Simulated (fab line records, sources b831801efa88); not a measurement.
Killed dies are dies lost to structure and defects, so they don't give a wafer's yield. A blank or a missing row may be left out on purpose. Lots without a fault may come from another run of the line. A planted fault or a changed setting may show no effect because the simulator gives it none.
One fault seen from 2 desks | flow gf180mcu | each desk has only its own numbers; what lay behind them comes last

THE METROLOGY DESK
What the gauges read, lot by lot, whatever tool the lot ran on: means of the sampled wafers that have a number. A lot is out of limits, marked OUT, if its mean lies more than 4 standard deviations from the usual mean; the brackets give that distance.
Columns: A = V5_BOW at GF_V5_BOW_MEAS_05, usual 134 um
lot  | first seen here | A
L160 | day 26 08:24    | 132
L162 | day 27 00:42    | 117
L163 | day 27 10:33    | 128
L165 | day 28 00:21    | 132
L166 | day 28 09:58    | 144
L167 | day 28 21:02    | 134
L168 | day 28 23:28    | 117
L169 | day 29 04:01    | 140
L171 | day 29 21:46    | 151
L175 | day 31 02:19    | 146
L176 | day 31 05:02    | 139
L177 | day 31 11:18    | 141
L180 | day 32 07:41    | 140
L181 | day 32 12:58    | 125
L182 | day 32 18:26    | 127
This desk's finding: nothing out of limits on any of the 15 lots.

THE TOOL OWNER'S DESK: cvd_w-01
The tool's own readings at GF_CONTACT_CVD_24 (deposits W, target thk 300 nm, time 90.339 s): means of the sampled wafers that have a number, for each lot that ran on this tool. A lot is out of limits, marked OUT, if its mean lies more than 4 standard deviations from the usual mean; the brackets give that distance.
Columns: A = chamber_pressure_Torr at GF_CONTACT_CVD_24, usual 40.01 Torr; B = heater_power_w at GF_CONTACT_CVD_24, usual 871 W
lot  | first seen here | A     | B
L163 | day 17 06:12    | 39.98 | 878
L166 | day 18 09:58    | 39.88 | 800
L167 | day 19 00:01    | 40.07 | 885
L169 | day 19 08:44    | 40.05 | 872
L176 | day 21 23:45    | 39.97 | 885
L177 | day 22 09:00    | 40.06 | 869
L180 | day 23 09:28    | 40.03 | 875
L181 | day 23 18:57    | 40.12 | 883
This desk's finding: nothing out of limits on any of the 8 lots.

PUT TOGETHER
The metrology desk saw nothing out of limits.
The tool owner's desk saw nothing out of limits.

WHAT THE SIMULATOR HAD PUT IN
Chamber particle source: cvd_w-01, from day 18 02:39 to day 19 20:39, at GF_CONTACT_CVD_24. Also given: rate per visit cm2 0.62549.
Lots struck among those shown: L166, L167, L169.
